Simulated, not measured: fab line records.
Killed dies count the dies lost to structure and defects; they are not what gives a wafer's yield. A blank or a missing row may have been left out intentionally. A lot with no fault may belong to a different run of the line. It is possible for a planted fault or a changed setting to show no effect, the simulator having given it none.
Which tool is to blame?	flow sky130	Sampling: 15 lots, 45 wafers, 3 of 708 route steps

WHAT THE GAUGES READ, wafer by wafer
SKY_SD_N_TW_MEAS_12.
lot	measured	on	SD_N_TW
L202	day 28 03:06	film_metro-01	3978 3983 4002
L203	day 28 07:43	film_metro-01	4024 4030 4015
L204	day 28 20:31	film_metro-02	3932 3930 3924
L205	day 29 04:42	film_metro-01	4022 4052 4024
L209	day 30 16:15	film_metro-04	4045 4033 4043
L210	day 30 21:28	film_metro-02	3941 3925 3939
L211	day 31 05:22	film_metro-04	4059 4072 4067
L212	day 31 10:58	film_metro-02	3957 3963 3950
L218	day 33 13:50	film_metro-01	4012 4007 4027
L219	day 34 04:34	film_metro-01	3987 4019 4017
L220	day 34 05:41	film_metro-04	4058 4034 4057
L222	day 34 11:44	film_metro-01	3990 3997 4026
L223	day 34 22:12	film_metro-02	3901 3931 3927
L224	day 35 03:43	film_metro-01	3996 3999 4005
L225	day 35 14:31	film_metro-04	4051 4058 4078

SKY_LOCAL_INTERCONNECT_THK_MEAS_02: measures by xrf.
lot	measured	on	LOCAL_INTERCONNECT_TIN_THK (nm)
L202	day 29 10:21	film_metro-03	101.1 103.3 101.8
L203	day 29 15:24	film_metro-03	101.2 101.6 101.6
L204	day 30 03:27	film_metro-01	101.0 102.2 101.0
L205	day 30 12:48	film_metro-03	102.8 102.4 102.9
L209	day 31 22:52	film_metro-03	102.2 103.7 103.5
L210	day 32 03:38	film_metro-03	102.7 102.2 101.7
L211	day 32 11:21	film_metro-03	100.2 101.6 100.8
L212	day 32 16:52	film_metro-03	101.7 100.9 101.3
L218	day 34 18:29	film_metro-03	100.9 102.1 101.1
L219	day 35 09:16	film_metro-03	99.9 100.5 101.2
L220	day 35 10:13	film_metro-04	100.7 102.1 102.0
L222	day 35 16:46	film_metro-01	100.6 100.9 99.9
L223	day 36 02:10	film_metro-03	100.3 101.6 100.9
L224	day 36 09:39	film_metro-03	103.0 103.8 102.4
L225	day 36 19:25	film_metro-03	101.4 101.4 100.9

WHAT TOOL EACH LOT RAN ON (gives the tool, then ch and the chambers of the sampled wafers, and finally the start)
lot	SKY_LI_CONTACT_CMP_02
L202	cmp-01 ch 2,3, day 28 03:56
L203	cmp-01 ch 0,2, day 28 08:34
L204	cmp-02 ch 0,1,2, day 28 21:23
L205	cmp-02 ch 1,2,3, day 29 05:31
L209	cmp-01 ch 0,1,2, day 30 17:04
L210	cmp-01 ch 0,2,3, day 30 22:25
L211	cmp-01 ch 0,2, day 31 06:15
L212	cmp-02 ch 0,2,3, day 31 11:52
L218	cmp-02 ch 0,1,2, day 33 14:45
L219	cmp-01 ch 0,1, day 34 05:24
L220	cmp-02 ch 0,3, day 34 06:30
L222	cmp-01 ch 1,2, day 34 12:36
L223	cmp-02 ch 0,3, day 34 23:02
L224	cmp-01 ch 1,3, day 35 04:36
L225	cmp-01 ch 0,2,3, day 35 15:25
- SKY_LI_CONTACT_CMP_02: polishes PSG.

WHAT THE TOOLS THEMSELVES READ (means of the sampled wafers that have a number; where no wafer has one, the mark that the record gives instead)
SKY_LI_CONTACT_CMP_02.
lot	tool	motor_current_A (A)	time_to_endpoint_s (s)
L202	cmp-01	12.9	31.1
L203	cmp-01	12.1	29.2
L204	cmp-02	12.5	29.8
L205	cmp-02	11.9	31.0
L209	cmp-01	11.8	31.0
L210	cmp-01	12.6	30.0
L211	cmp-01	12.1	30.8
L212	cmp-02	12.1	32.1
L218	cmp-02	12.2	29.9
L219	cmp-01	12.6	33.2
L220	cmp-02	12.2	32.8
L222	cmp-01	11.9	31.5
L223	cmp-02	12.9	31.7
L224	cmp-01	13.2	34.6
L225	cmp-01	12.5	29.7

THE ANSWER, worked out from the rows above alone
Rule: usual is defined by the lots themselves. Put in order of their means at a reading, lots are off if they are a third of the lots or fewer, leave a main group of 4 or more, and stand apart from it by a gap of 3 or more times the standard deviation of the main group's means; of several such gaps the widest counts. A main group whose means are all the same, to the digits that the tables above print for the reading, isn't used. A lot without any number at a reading at which 4 lots or more have one is off too. The other lots that the step has rows for count as sound. First the gauges in route order, then the tools' own readings, where a lot's mean is used as printed above. The first step at which some lot is off is used, and at that step the reading that is off furthest; a lot without a number counts as furthest.
No lot is off at any reading shown: from this, nothing can be told.

WHAT THE SIMULATOR HAD PUT IN
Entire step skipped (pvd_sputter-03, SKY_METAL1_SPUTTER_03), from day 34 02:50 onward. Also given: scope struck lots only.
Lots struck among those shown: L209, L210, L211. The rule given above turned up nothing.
